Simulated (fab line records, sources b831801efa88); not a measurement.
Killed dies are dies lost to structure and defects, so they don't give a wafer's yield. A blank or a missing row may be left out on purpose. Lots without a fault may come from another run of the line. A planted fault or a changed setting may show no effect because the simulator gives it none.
A struck lot beside a sound one | flow sky130 | 16 steps out of a route of 708
Sound: wafers L581.1, L581.3, L581.6. Struck: wafers L588.2, L588.3, L588.4. The cause comes at the end.
At each step with rows: each side's tool, then ch and its chambers, then its first start. Under that, the readings that differ: sound wafers | struck wafers | difference of the means | sigmas: that difference in standard deviations of wafers without a fault.
alike: readings whose means differ by less than 2 such deviations, and words and numbers that are the same on both sides. not compared: withheld readings, readings that some wafer has no value for, bounds like >300 that may hide the same value, and numbers for which the record gives no deviation and whose values overlap.
The two part at a step that has a row with sigmas, a row that says differs or no value, or rows on one side only. Numbers that don't overlap but have no deviation are shown without sigmas and don't part them. A reading that every wafer of one side lacks parts them only if that side has two wafers or more.

first, 1 step without rows for these wafers: SKY_VT_ADJUST_NCORE_IMPLANT_09.
SKY_VT_ADJUST_NCORE_STRIP_10: strips in O2/N2.
  sound on plasma_asher-03 ch 0,1, day 8 23:10; struck on plasma_asher-02 ch 0,1, day 11 04:56
  alike: drypump_motor_current_A, n2_flow_sccm, oes_product_au, strip_time_to_endpoint_s
  not compared: rf_hours_counter_h
SKY_VT_ADJUST_NCORE_TW_MEAS_11:
  sound on film_metro-03, day 8 23:16; struck on film_metro-01, day 11 05:03
  reading            | sound             | struck            | difference | sigmas
  VT_ADJUST_NCORE_TW | 216.5 216.9 217.2 | 221.1 220.8 221.2 | +4.2       | +2
then, 7 steps without rows for these wafers: SKY_VT_ADJUST_HVTR_DEHYDRATE_00 (time 60 s); SKY_VT_ADJUST_HVTR_HMDS_01 (prime time 60 s); SKY_VT_ADJUST_HVTR_COAT_02 (resist thk 1140 nm); SKY_VT_ADJUST_HVTR_SOFTBAKE_03 (time 60 s); SKY_VT_ADJUST_HVTR_EXPOSE_04 (exposes mask HVTRM, target cd 380 nm); SKY_VT_ADJUST_HVTR_PEB_05; SKY_VT_ADJUST_HVTR_DEVELOP_06 (develop time 60 s).
SKY_VT_ADJUST_HVTR_CD_MEAS_07: target cd 380 nm.
  sound on cd_sem-01, day 9 20:03; struck on cd_sem-01, day 12 04:39
  alike: cd_nm
SKY_VT_ADJUST_HVTR_OVL_MEAS_08:
  sound on overlay-02, day 9 20:10; struck on overlay-01, day 12 04:45
  alike: VT_ADJUST_HVTR_OVL
SKY_VT_ADJUST_HVTR_IMPLANT_09:
  sound on implanter-01 ch 0, day 9 20:12; struck on implanter-02 ch 0, day 12 04:49
  reading            | sound                         | struck                           | difference  | sigmas
  dose_ions_cm2      | 2.1e+12 2.1004e+12 2.0998e+12 | 1.1977e+12 1.1979e+12 1.1982e+12 | -9.0213e+11 | -99 or more
  faraday_current_uA | 11.96 11.82 11.73             | 6.67 6.81 6.79                   | -5.08       | -21
  alike: beam_energy_keV
SKY_VT_ADJUST_HVTR_STRIP_10: strips in O2/N2.
  sound on plasma_asher-02 ch 0, day 9 20:21; struck on plasma_asher-04 ch 0,1, day 12 04:56
  alike: drypump_motor_current_A, n2_flow_sccm, oes_product_au, strip_time_to_endpoint_s
  not compared: rf_hours_counter_h
SKY_VT_ADJUST_HVTR_TW_MEAS_11:
  sound on film_metro-02, day 9 20:27; struck on film_metro-04, day 12 05:16
  reading           | sound             | struck            | difference | sigmas
  VT_ADJUST_HVTR_TW | 210.2 210.7 210.5 | 181.8 181.7 181.1 | -28.9      | -24
  not compared: hold
-- the record jumps here: 36 days lie between the struck wafers' starts before and after (it left off in module VT_ADJUST_HVTR and takes up again in module PAD_OPEN, whose first step shown is number 708 of the route) --
SKY_PAD_OPEN_PROBE_99:
  sound on prober-02, day 46 00:12; struck on prober-02, day 47 22:57
  reading                                  | sound                   | struck                  | difference | sigmas
  model.etest.pfet_01v8_mvt.drive_ua_um    | 158.5 157.4 158         | 133.8 135 135           | -23.4      |
  model.etest.pfet_01v8_mvt.off_log10_a_um | -10.21 -10.32 -10.23    | -12.01 -12.33 -12.23    | -1.94      |
  model.etest.pfet_01v8_mvt.vt_sat_v (V)   | -0.537 -0.5364 -0.5292  | -0.6768 -0.6818 -0.6776 | -0.1445    |
  model.etest.pfet_01v8_mvt.vt_v (V)       | -0.6279 -0.6254 -0.6198 | -0.7436 -0.7494 -0.7467 | -0.1222    |
  model.etest.pfet_01v8_mvt.vt_long_v (V)  | -0.8335 -0.8307 -0.8253 | -0.9483 -0.9534 -0.9498 | -0.1207    |
  alike: killed_at_M0_to_M3, killed_at_M4_up, killed_at_contacts, killed_at_front_end, killed_at_other, killed_dies, killed_open, killed_short

WHERE THEY PART
First at SKY_VT_ADJUST_NCORE_TW_MEAS_11; last, within this record, at SKY_VT_ADJUST_HVTR_TW_MEAS_11. Later steps at which nothing parts them and some readings are alike: SKY_PAD_OPEN_PROBE_99.

WHY: what the simulator had put in
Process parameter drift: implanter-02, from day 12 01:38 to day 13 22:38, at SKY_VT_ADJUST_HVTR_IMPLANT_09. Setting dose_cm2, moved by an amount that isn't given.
